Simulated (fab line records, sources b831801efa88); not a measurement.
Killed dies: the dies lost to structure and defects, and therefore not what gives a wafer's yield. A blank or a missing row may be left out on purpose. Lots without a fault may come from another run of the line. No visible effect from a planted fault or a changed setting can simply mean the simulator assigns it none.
Which tool is to blame? | flow gf180mcu | 12 lots, 36 wafers sampled, at 1 step of a route of 602

WHAT THE GAUGES SHOWED, per wafer
GF_M1_OVL_MEAS_15.
lot  | measured     | on         | M1_OVL (nm)
L075 | day 17 12:39 | overlay-02 | -6 -7 -9
L077 | day 18 11:27 | overlay-01 | 2 0 4
L079 | day 19 07:19 | overlay-01 | -4 -4 -4
L081 | day 20 00:45 | overlay-01 | 5 5 5
L083 | day 20 17:06 | overlay-02 | -8 -10 -5
L085 | day 21 09:16 | overlay-01 | 3 -1 1
L087 | day 22 02:34 | overlay-01 | 6 1 -2
L089 | day 22 18:43 | overlay-02 | 0 3 3
L091 | day 23 07:43 | overlay-01 | 2 -1 -7
L093 | day 24 01:22 | overlay-01 | 9 9 14
L095 | day 24 13:55 | overlay-02 | 1 1 2
L097 | day 25 02:07 | overlay-02 | 8 6 4

WHAT TOOL EACH LOT RAN ON (gives the tool, then ch and the chambers of the sampled wafers, and finally the start)
No process step before these readings appears in the record.

THE ANSWER, worked out from the rows above alone
Rule: the lots themselves supply what counts as usual. The widest of any qualifying gaps counts: lots, ordered by their means at a reading, are off when they make up no more than a third of the lots, leave a main group of 4 or more, and stand apart from it by 3 or more times the standard deviation of that group's means. The tables above print the reading to a certain number of digits; a main group whose means all agree to those digits is not used. Also off: a lot with no number at a reading for which 4 or more lots have one. Where the step has rows for the other lots, those lots are counted as sound.
No lot is off at any reading shown: from this, nothing can be told.

WHAT THE SIMULATOR PUT IN
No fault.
